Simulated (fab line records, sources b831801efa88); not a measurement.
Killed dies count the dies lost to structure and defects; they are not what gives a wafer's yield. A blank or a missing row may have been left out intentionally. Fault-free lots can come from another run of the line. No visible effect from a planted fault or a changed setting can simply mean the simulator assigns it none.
Problem report, 8D (eight disciplines) form, completed by code / flow sky130 / the parts of the form that need people (team, actions taken, sign-off) are left out

1. THE PROBLEM
Wafers free of any fault read 10.01 nm (standard deviation 0.19) for NWELL_OXIDATION_THK at SKY_NWELL_THK_MEAS_02, against a mean of 7.53 nm on 6 wafers of 2 lots. That puts it -13 standard deviations away from the usual mean.
First seen on wafer L384.1, day 5 01:02, on film-metro-01. At this step, 33 wafers from 11 lots have a number in the record. By rule, "out" or "out of limits" means more than 4 standard deviations away from the usual mean. All remaining wafers that have a number are taken as sound.

2. WHAT IT IS; WHAT IT IS NOT
question=which readings at this step | is=NWELL_OXIDATION_THK | is not=-
question=which lots | is=L384, L385 | is not=L372, L373, L377, L378, L388, L389, L390, L391, L395
question=which wafers of those lots | is=all that have a number | is not=-
question=read on which gauges | is=film-metro-01, film-metro-02 | is not=film-metro-03
question=when | is=from day 5 01:02 | is not=up to then (12 sound wafers); but 15 sound wafers of L388, L389, L390, L391, L395 came after

3. WHAT RULES OUT EACH SUSPECT
Counting: a tool at a process step up to the reading stays a suspect if it ran every lot that is out and no sound lot after the first of them.
- ruled out: the gauge at SKY_NWELL_THK_MEAS_02. Those wafers that are out were read across 2 gauges (film-metro-01, film-metro-02).
- furnace-02 at SKY_NWELL_OXIDATION_01 (stabilise 600 s, purge 300 s, target thk 10 nm): kept. All lots that are out passed through it, beginning with L384 at day 4 23:38, and no sound lot followed; its final sound lot before that point was L378 at day 3 15:49. Out on those wafers are its own readings of spike-tc-bottom-C, spike-tc-centre-C, spike-tc-lower-C, spike-tc-top-C, spike-tc-upper-C, tube-center-temp-C, tube_center_temp_C_max.
Remaining after the count: furnace-02 at SKY_NWELL_OXIDATION_01.

4. THE CAUSE (what the simulator had put in)
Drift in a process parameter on furnace-02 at SKY_NWELL_OXIDATION_01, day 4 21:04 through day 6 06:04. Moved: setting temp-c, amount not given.
This tool alone remained once counting was done.

5. THE CHAIN OF EFFECTS, in route order
Rows list readings where the struck wafers' mean (over those with a number) sits beyond 3 standard deviations from the usual. Only readings whose record carries a usual standard deviation are examined. hours: median over the lots of the time between each lot's start at the first step of this table that gives one and its start at this step. sigmas: the change, counted in usual standard deviations.
hours=0; step=SKY_NWELL_OXIDATION_01; reading=spike-tc-bottom-C; usual=921 C; on struck wafers=893; change=-28; sigmas=-7.4
hours=0; step=SKY_NWELL_OXIDATION_01; reading=spike-tc-centre-C; usual=899.8 C; on struck wafers=876.5; change=-23.3; sigmas=-23
hours=0; step=SKY_NWELL_OXIDATION_01; reading=spike-tc-lower-C; usual=899.6 C; on struck wafers=877.0; change=-22.6; sigmas=-21
hours=0; step=SKY_NWELL_OXIDATION_01; reading=spike-tc-top-C; usual=911.9 C; on struck wafers=889.3; change=-22.6; sigmas=-21
hours=0; step=SKY_NWELL_OXIDATION_01; reading=spike-tc-upper-C; usual=901.6 C; on struck wafers=877.9; change=-23.7; sigmas=-22
hours=0; step=SKY_NWELL_OXIDATION_01; reading=tube-center-temp-C; usual=899.99 C; on struck wafers=876.49; change=-23.50; sigmas=-99 or more
hours=0; step=SKY_NWELL_OXIDATION_01; reading=tube_center_temp_C_max; usual=902.3; on struck wafers=879.0; change=-23.3; sigmas=-61
hours=1; step=SKY_NWELL_THK_MEAS_02; reading=NWELL_OXIDATION_THK; usual=10.01 nm; on struck wafers=7.53; change=-2.48; sigmas=-13
Process steps it contains:
- SKY_NWELL_OXIDATION_01: stabilise 600 s, purge 300 s, target thk 10 nm.
At these later measuring or inspecting steps, every struck wafer for which the step has a row has a number for every such reading, and none has moved that far: SKY_PWDE_TW_MEAS_10.

6. HOW IT WOULD HAVE BEEN CAUGHT EARLIER
The first out-of-limits reading at a measuring or inspecting step in this record came at day 5 01:02, 4 hours after the fault's start at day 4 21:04.
At SKY_NWELL_OXIDATION_01, the tool's own readings (spike-tc-bottom-C, spike-tc-centre-C, spike-tc-lower-C, spike-tc-top-C, spike-tc-upper-C, tube-center-temp-C, tube_center_temp_C_max) were out on each struck wafer the step has a row for, so an alarm limit on them would have fired on the first such wafer.
Of the lots that are out (2), L385 began SKY_NWELL_OXIDATION_01 on furnace-02 after day 5 01:02. Holding the tool at that time would have saved it.
